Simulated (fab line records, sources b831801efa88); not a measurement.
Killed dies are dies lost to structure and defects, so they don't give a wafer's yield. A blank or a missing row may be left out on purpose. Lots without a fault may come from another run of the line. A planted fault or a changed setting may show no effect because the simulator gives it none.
Which tool did it? | flow gf180mcu | 12 lots, 36 wafers sampled, at 3 steps of a route of 602

WHAT THE GAUGES READ, wafer by wafer
GF_V2_THK_MEAS_03. Usual: V2_CVD_02_THK 850 nm, standard deviation 12.
lot  | measured     | on            | V2_CVD_02_THK (nm) | flag
L497 | day 19 04:49 | film_metro-02 | 850 860 861        |
L499 | day 20 11:20 | film_metro-03 | 867 877 867        |
L500 | day 20 22:19 | film_metro-02 | 835 848 855        |
L504 | day 22 02:26 | film_metro-04 | 862 854 875        |
L505 | day 22 08:04 | film_metro-02 | 844 863 862        |
L508 | day 23 05:59 | film_metro-02 | 841 850 853        |
L514 | day 25 06:32 | film_metro-03 | 836 843 859        |
L515 | day 25 12:56 | film_metro-04 | 834 856 857        |
L516 | day 26 01:37 | film_metro-02 | 853 861 869        |
L517 | day 26 09:24 | film_metro-03 | 828 830 848        |
L518 | day 26 10:32 | film_metro-03 | 828 830 850        |
L520 | day 26 21:17 | film_metro-04 | 835 834 851        |

WHICH TOOL RAN EACH LOT (tool, then ch and the chambers of the sampled wafers, then the start)
lot  | GF_M2_SPUTTER_02             | GF_V2_CVD_02
L497 | pvd_sputter-01, day 18 03:48 | pecvd-02 ch 1,2, day 19 04:43
L499 | pvd_sputter-03, day 19 09:58 | pecvd-04 ch 0,2, day 20 11:15
L500 | pvd_sputter-03, day 19 20:26 | pecvd-02 ch 0,1,2, day 20 22:14
L504 | pvd_sputter-02, day 21 01:04 | pecvd-01 ch 0,1, day 22 02:22
L505 | pvd_sputter-01, day 21 07:13 | pecvd-02 ch 0,2, day 22 07:58
L508 | pvd_sputter-01, day 22 06:16 | pecvd-02 ch 0,1, day 23 05:55
L514 | pvd_sputter-01, day 24 07:39 | pecvd-01 ch 1,2, day 25 06:28
L515 | pvd_sputter-01, day 24 14:45 | pecvd-01 ch 0,2, day 25 12:52
L516 | pvd_sputter-01, day 25 02:41 | pecvd-04 ch 0,1,2, day 26 01:33
L517 | pvd_sputter-03, day 25 11:33 | pecvd-01 ch 1,2, day 26 09:19
L518 | pvd_sputter-03, day 25 12:38 | pecvd-02 ch 0,1,2, day 26 10:28
L520 | pvd_sputter-02, day 25 23:57 | pecvd-02 ch 1,2, day 26 21:13
- GF_M2_SPUTTER_02: material AlCu, target thk 450 nm, time 23.9 s.
- GF_V2_CVD_02: deposits SiO2 from TEOS, target thk 850 nm, time 94.851 s.

WHAT THE TOOLS THEMSELVES READ (means of the sampled wafers that have a number; where no wafer has one, the mark that the record gives instead)
GF_M2_SPUTTER_02. Usual: throttle_valve_pct 30.5 %, standard deviation 0.83.
lot  | tool           | throttle_valve_pct (%) | flag
L497 | pvd_sputter-01 | 30.1                   |
L499 | pvd_sputter-03 | 31.2                   |
L500 | pvd_sputter-03 | 30.5                   |
L504 | pvd_sputter-02 | 29.9                   |
L505 | pvd_sputter-01 | 30.8                   |
L508 | pvd_sputter-01 | 30.3                   |
L514 | pvd_sputter-01 | 29.6                   |
L515 | pvd_sputter-01 | 30.5                   |
L516 | pvd_sputter-01 | 30.6                   |
L517 | pvd_sputter-03 | 31.2                   |
L518 | pvd_sputter-03 | 30.7                   |
L520 | pvd_sputter-02 | 30.3                   |

GF_V2_CVD_02. Usual: heater_power_w 674 W, standard deviation 110.
lot  | tool     | heater_power_w (W) | flag
L497 | pecvd-02 | 616                |
L499 | pecvd-04 | 862                |
L500 | pecvd-02 | 611                |
L504 | pecvd-01 | 669                |
L505 | pecvd-02 | 613                |
L508 | pecvd-02 | 566                |
L514 | pecvd-01 | 682                |
L515 | pecvd-01 | 669                |
L516 | pecvd-04 | 784                |
L517 | pecvd-01 | 677                |
L518 | pecvd-02 | 573                |
L520 | pecvd-02 | 653                |

THE ANSWER, worked out from the rows above alone
Rule: a lot is off if the mean of its wafers that have a number lies more than 3 standard deviations from the usual mean. A lot without any number at a reading at which 4 lots or more have one is off too. The other lots that the step has rows for count as sound. The gauges are gone through in route order, then the tools' own readings, and for those a lot's mean is taken as printed above. The first step at which some lot is off is used, and at that step the reading that is off furthest; a lot without a number counts as furthest.
No lot is off at any reading shown: from this, nothing can be told.

WHAT THE SIMULATOR HAD PUT IN
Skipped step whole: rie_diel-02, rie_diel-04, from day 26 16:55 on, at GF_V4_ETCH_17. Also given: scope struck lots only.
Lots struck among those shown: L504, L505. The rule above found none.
